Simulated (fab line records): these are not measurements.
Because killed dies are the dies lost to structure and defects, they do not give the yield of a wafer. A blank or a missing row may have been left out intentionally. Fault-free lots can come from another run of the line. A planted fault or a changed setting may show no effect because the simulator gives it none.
The tool behind it: which one? -- flow sky130 -- 18 wafers sampled from 6 lots at 1 step of a route of 708

WHAT THE GAUGES READ, wafer by wafer
SKY_DNWELL_TW_MEAS_09.
lot,measured,on,DNWELL_TW
L231,day 3 11:42,film-metro-04,1125 1121 1119
L237,day 5 01:13,film-metro-04,1120 1119 1121
L241,day 6 01:04,film-metro-02,1123 1124 1130
L245,day 6 18:31,film-metro-03,1117 1123 1118
L247,day 7 01:28,film-metro-03,1125 1129 1125
L252,day 8 08:16,film-metro-02,1123 1127 1123

WHICH TOOL RAN EACH LOT (tool, then ch and the chambers of the sampled wafers, then the start)
There is no process step in the record ahead of these readings.

THE ANSWER, worked out from the rows above alone
Rule: what is usual is taken from the lots themselves. Put in order of their means at a reading, lots are off if they are a third of the lots or fewer, leave a main group of 4 or more, and stand apart from it by a gap of 3 or more times the standard deviation of the main group's means; of several such gaps the widest counts. If all means in a main group match to the digits the tables above print for the reading, that group is not used. A lot without any number at a reading at which 4 lots or more have one is off too. Any other lot the step has rows for is counted as sound.
No lot is off on any of the readings shown, so nothing can be concluded from this.

WHAT WAS PUT IN BY THE SIMULATOR
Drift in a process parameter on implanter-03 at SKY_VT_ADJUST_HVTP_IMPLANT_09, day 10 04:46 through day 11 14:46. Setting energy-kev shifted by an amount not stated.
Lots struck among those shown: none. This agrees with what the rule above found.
